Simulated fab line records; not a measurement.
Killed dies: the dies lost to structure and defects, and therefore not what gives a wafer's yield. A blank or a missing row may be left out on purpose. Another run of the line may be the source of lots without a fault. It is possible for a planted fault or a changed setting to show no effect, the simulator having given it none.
Matching of chambers -- flow gf180mcu -- GF_STI_CMP_25 on cmp-01 has 4 sister chambers
The step polishes, stops on Si3N4, t overpolish 33 s, target thk 524.6 nm. 18 wafers are shown with their chamber, then 9 later ones without.

WAFERS, EACH WITH ITS CHAMBER
wafer,chamber,motor current A (A),time to endpoint s (s),overpolish run s (s)
L829.1,2,12.5,131,33.003
L829.3,0,9.8,117,32.998
L829.6,2,12.6,130,32.991
L838.2,2,12.4,135,32.985
L838.4,3,10.0,124,32.975
L838.6,3,9.8,121,33.007
L841.2,1,12.7,119,32.998
L841.3,0,9.7,120,33.006
L841.5,0,9.8,118,33.013
L846.3,0,10.1,118,33.001
L846.4,1,12.8,121,32.973
L846.6,1,12.6,122,33.011
L847.2,3,9.4,125,33.001
L847.3,2,12.5,136,33.001
L847.4,0,10.1,124,32.989
L848.2,0,10.2,116,33.014
L848.5,3,9.6,123,32.998
L848.6,2,12.4,127,32.993

SIGNATURES (averages over the wafers above)
reading,chamber 0,chamber 1,chamber 2,chamber 3,scatter within a chamber
motor current A,9.950,12.700,12.480,9.700,0.182
time to endpoint s,118.83,120.67,131.80,123.25,2.79
overpolish run s,33.00350,32.99400,32.99460,32.99525,0.012
Rule: a wafer lies at a distance from a chamber equal to the root of the sum of squares, over the readings, of (its reading less the chamber's mean, divided by the reading's scatter). If the next closest chamber is less than 2 further off than the closest, the wafer can't be placed; otherwise it belongs to the closest. How the scatter is found: for the shown wafers, subtract from each reading the mean of its chamber, square and add these, divide the total by (wafers less chambers), then take the root.

WAFERS WITHOUT THEIR CHAMBER
wafer,motor current A (A),time to endpoint s (s),overpolish run s (s)
L849.1,12.6,125,32.989
L849.3,12.8,125,32.991
L849.5,9.5,118,33.002
L850.1,10.0,125,32.988
L850.2,13.4,122,33.015
L850.6,10.2,121,33.001
L851.3,13.4,123,33.001
L851.4,9.8,123,32.998
L851.5,9.8,123,33.000

WHICH CHAMBER EACH WENT THROUGH
wafer,from the rows above,in truth
L849.1,can't be placed: 1 or 2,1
L849.3,can't be placed: 1 or 2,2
L849.5,can't be placed: 3 or 0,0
L850.1,can't be placed: 3 or 0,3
L850.2,1,1
L850.6,can't be placed: 0 or 3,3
L851.3,1,1
L851.4,can't be placed: 3 or 0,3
L851.5,can't be placed: 3 or 0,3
Correctly placed: 2 of 9. Cannot be placed on the basis of these rows: 7; the candidates contain the true chamber in 7. Number placed wrongly: 0.
